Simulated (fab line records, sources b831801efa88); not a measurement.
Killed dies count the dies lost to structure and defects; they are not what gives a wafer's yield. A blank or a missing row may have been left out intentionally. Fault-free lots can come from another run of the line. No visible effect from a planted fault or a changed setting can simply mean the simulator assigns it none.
Matching of chambers | flow gf180mcu | rie_diel-01 running GF_V5_ETCH_16: 4 sister chambers
The step etches BARC in N2/H2. 7 wafers are shown with their chamber, then 7 later ones without.

## WAFERS WITH THEIR CHAMBER
wafer  | chamber | drypump_motor_current_A (A) | rf_fwd_power_W (W)
L279.2 | 1       | 5.9                         | 491.9
L279.6 | 1       | 5.9                         | 494.5
L289.1 | 2       | 5.7                         | 493.2
L289.3 | 3       | 5.9                         | 495.3
L289.4 | 0       | 5.4                         | 492.1
L291.1 | 0       | 5.3                         | 494.7
L291.3 | 2       | 5.7                         | 494.1

## WAFERS WHOSE CHAMBER IS MISSING
wafer  | drypump_motor_current_A (A) | rf_fwd_power_W (W)
L291.6 | 5.3                         | 495.2
L292.3 | 5.9                         | 497.7
L292.4 | 5.7                         | 489.5
L292.6 | 5.7                         | 493.3
L295.3 | 5.8                         | 496.1
L295.4 | 5.3                         | 496.7
L295.5 | 5.7                         | 495.3

## EACH ONE'S CHAMBER
wafer  | from the rows above          | in truth
L291.6 | 0                            | 0
L292.3 | can't be placed: 3 or 1      | 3
L292.4 | 2                            | 2
L292.6 | 2                            | 2
L295.3 | can't be placed: 3 or 2 or 1 | 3
L295.4 | 0                            | 0
L295.5 | 2                            | 2
Placed correctly: 5 of 7. Unplaceable from these rows: 2, with the true chamber sitting among the candidates in 2. Wrongly placed: 0.
How it was worked out, from the rows above alone: a wafer's distance from a chamber is the root of the sum, over the readings, of the square of ((its reading less the chamber's mean) divided by the reading's scatter). If the next closest chamber is less than 2 further off than the closest, the wafer can't be placed; otherwise it belongs to the closest. The mean given for a chamber averages the wafers shown for that chamber. The scatter: take each reading less its chamber's mean, square it, sum over the shown wafers, divide by the number of wafers less the number of chambers, and take the root.
